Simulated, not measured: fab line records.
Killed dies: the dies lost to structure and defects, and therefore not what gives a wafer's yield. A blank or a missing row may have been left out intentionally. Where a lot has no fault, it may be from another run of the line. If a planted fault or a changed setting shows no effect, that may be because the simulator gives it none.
Matching of chambers :: flow gf180mcu :: GF_SAB_CVD_00 on pecvd-04: 3 sister chambers
The step deposits SiO2 from TEOS, target thk 50 nm, time 4.9302 s. 16 wafers are shown with their chamber, then 8 later ones without.

== WAFERS WITH THEIR CHAMBER ==
wafer: L078.2
chamber: 0
heater_power_outer_w (W): 569
heater_power_w (W): 921
rf_fwd_power_W (W): 586

wafer: L078.5
chamber: 2
heater_power_outer_w (W): 263
heater_power_w (W): 521
rf_fwd_power_W (W): 590

wafer: L078.6
chamber: 1
heater_power_outer_w (W): 378
heater_power_w (W): 640
rf_fwd_power_W (W): 594

wafer: L082.2
chamber: 2
heater_power_outer_w (W): 367
heater_power_w (W): 648
rf_fwd_power_W (W): 590

wafer: L082.3
chamber: 0
heater_power_outer_w (W): 592
heater_power_w (W): 954
rf_fwd_power_W (W): 583

wafer: L082.4
chamber: 0
heater_power_outer_w (W): 583
heater_power_w (W): 932
rf_fwd_power_W (W): 582

wafer: L083.1
chamber: 2
heater_power_outer_w (W): 362
heater_power_w (W): 643
rf_fwd_power_W (W): 592

wafer: L083.4
chamber: 1
heater_power_outer_w (W): 438
heater_power_w (W): 708
rf_fwd_power_W (W): 589

wafer: L083.5
chamber: 0
heater_power_outer_w (W): 559
heater_power_w (W): 902
rf_fwd_power_W (W): 589

wafer: L084.1
chamber: 1
heater_power_outer_w (W): 441
heater_power_w (W): 705
rf_fwd_power_W (W): 590

wafer: L084.4
chamber: 1
heater_power_outer_w (W): 439
heater_power_w (W): 713
rf_fwd_power_W (W): 591

wafer: L084.5
chamber: 2
heater_power_outer_w (W): 359
heater_power_w (W): 650
rf_fwd_power_W (W): 592

wafer: L086.1
chamber: 0
heater_power_outer_w (W): 560
heater_power_w (W): 891
rf_fwd_power_W (W): 584

wafer: L086.4
chamber: 1
heater_power_outer_w (W): 437
heater_power_w (W): 722
rf_fwd_power_W (W): 594

wafer: L086.5
chamber: 2
heater_power_outer_w (W): 347
heater_power_w (W): 642
rf_fwd_power_W (W): 592

wafer: L090.3
chamber: 1
heater_power_outer_w (W): 449
heater_power_w (W): 737
rf_fwd_power_W (W): 590

SIGNATURES (means of the wafers above)
reading: heater_power_outer_w
chamber 0: 572.60
chamber 1: 430.33
chamber 2: 339.60
scatter within a chamber: 30.1

reading: heater_power_w
chamber 0: 920.00
chamber 1: 704.17
chamber 2: 620.80
scatter within a chamber: 39.8

reading: rf_fwd_power_W
chamber 0: 584.80
chamber 1: 591.33
chamber 2: 591.20
scatter within a chamber: 2.13
Rule: a wafer's distance from a chamber is the root of the sum, over the readings, of the square of ((its reading less the chamber's mean) divided by the reading's scatter). The wafer belongs to the nearest chamber; if the next one is less than 2 further off, it can't be placed. The scatter is the square root of a quotient: the sum, over the shown wafers, of each reading's squared deviation from its chamber's mean, divided by wafers minus chambers.

== WAFERS MISSING THEIR CHAMBER ==
wafer: L090.5
heater_power_outer_w (W): 505
heater_power_w (W): 860
rf_fwd_power_W (W): 586

wafer: L090.6
heater_power_outer_w (W): 350
heater_power_w (W): 626
rf_fwd_power_W (W): 592

wafer: L091.1
heater_power_outer_w (W): 327
heater_power_w (W): 612
rf_fwd_power_W (W): 595

wafer: L091.2
heater_power_outer_w (W): 435
heater_power_w (W): 698
rf_fwd_power_W (W): 590

wafer: L091.6
heater_power_outer_w (W): 570
heater_power_w (W): 963
rf_fwd_power_W (W): 584

wafer: L092.1
heater_power_outer_w (W): 553
heater_power_w (W): 900
rf_fwd_power_W (W): 587

wafer: L092.2
heater_power_outer_w (W): 391
heater_power_w (W): 666
rf_fwd_power_W (W): 591

wafer: L092.6
heater_power_outer_w (W): 354
heater_power_w (W): 642
rf_fwd_power_W (W): 593

== CHAMBER TAKEN BY EACH ==
wafer: L090.5
from the rows above: 0
in truth: 0

wafer: L090.6
from the rows above: 2
in truth: 2

wafer: L091.1
from the rows above: 2
in truth: 2

wafer: L091.2
from the rows above: 1
in truth: 1

wafer: L091.6
from the rows above: 0
in truth: 0

wafer: L092.1
from the rows above: 0
in truth: 0

wafer: L092.2
from the rows above: can't be placed: 1 or 2
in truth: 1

wafer: L092.6
from the rows above: can't be placed: 2 or 1
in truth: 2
Correctly placed: 6 of 8. These rows do not allow placing 2 (true chamber among the candidates in 2). Placed wrongly: 0.
